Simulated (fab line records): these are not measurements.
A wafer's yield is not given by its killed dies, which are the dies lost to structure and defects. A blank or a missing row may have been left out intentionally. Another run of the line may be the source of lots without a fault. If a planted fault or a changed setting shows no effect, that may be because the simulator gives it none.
Which tool is to blame?	flow gf180mcu	21 wafers from 7 lots sampled at 3 of the route's 602 steps

WHAT EACH GAUGE READ, for each wafer
GF_TOP_METAL_CD_MEAS_14: the cd target is 440 nm.
lot	measured	on	cd-nm (nm)
L601	day 28 16:55	cd-sem-02	439.1 438.2 437.8
L604	day 29 09:22	cd-sem-01	440.5 440.0 442.2
L606	day 30 04:38	cd-sem-01	440.2 439.1 438.9
L611	day 31 11:16	cd-sem-02	440.9 440.5 440.1
L616	day 32 11:28	cd-sem-01	440.5 443.6 441.0
L619	day 33 04:09	cd-sem-02	439.5 441.1 439.6
L623	day 34 05:46	cd-sem-02	444.2 443.6 443.4

TOOL THAT RAN EACH LOT (tool first, then ch and the chambers of the sampled wafers, then the start)
lot	GF_STI_CVD_23	GF_V5_CVD_23
L601	hdpcvd-01 ch 0,1, day 2 10:05	cvd-w-02 ch 0,1, day 27 20:44
L604	hdpcvd-02 ch 0,2, day 3 00:11	cvd-w-01 ch 0,1, day 28 13:20
L606	hdpcvd-01 ch 1,2, day 3 11:28	cvd-w-02 ch 0,1, day 29 08:58
L611	hdpcvd-02 ch 0,1,2, day 4 14:41	cvd-w-02 ch 1, day 30 16:34
L616	hdpcvd-02 ch 1,2, day 5 13:37	cvd-w-01 ch 0,1, day 31 17:31
L619	hdpcvd-01 ch 0,1,2, day 6 06:05	cvd-w-02 ch 0,1, day 32 11:15
L623	hdpcvd-01 ch 1,2, day 7 01:53	cvd-w-02 ch 0,1, day 33 14:25
- GF_STI_CVD_23: deposits SiO2, target thk 650 nm, time 108.3 s.
- GF_V5_CVD_23: deposits W, target thk 350 nm, time 104.9 s.

THE ANSWER, worked out from the rows above alone
Rule: the lots themselves supply what counts as usual. Put in order of their means at a reading, lots are off if they are a third of the lots or fewer, leave a main group of 4 or more, and stand apart from it by a gap of 3 or more times the standard deviation of the main group's means; of several such gaps the widest counts. A main group is skipped when, at the precision printed for the reading in the tables above, its means are all equal. A lot without any number at a reading at which 4 lots or more have one is off too. Where the step has rows for the other lots, those lots are counted as sound.
No lot is off on any of the readings shown, so nothing can be concluded from this.

WHAT THE SIMULATOR PUT IN
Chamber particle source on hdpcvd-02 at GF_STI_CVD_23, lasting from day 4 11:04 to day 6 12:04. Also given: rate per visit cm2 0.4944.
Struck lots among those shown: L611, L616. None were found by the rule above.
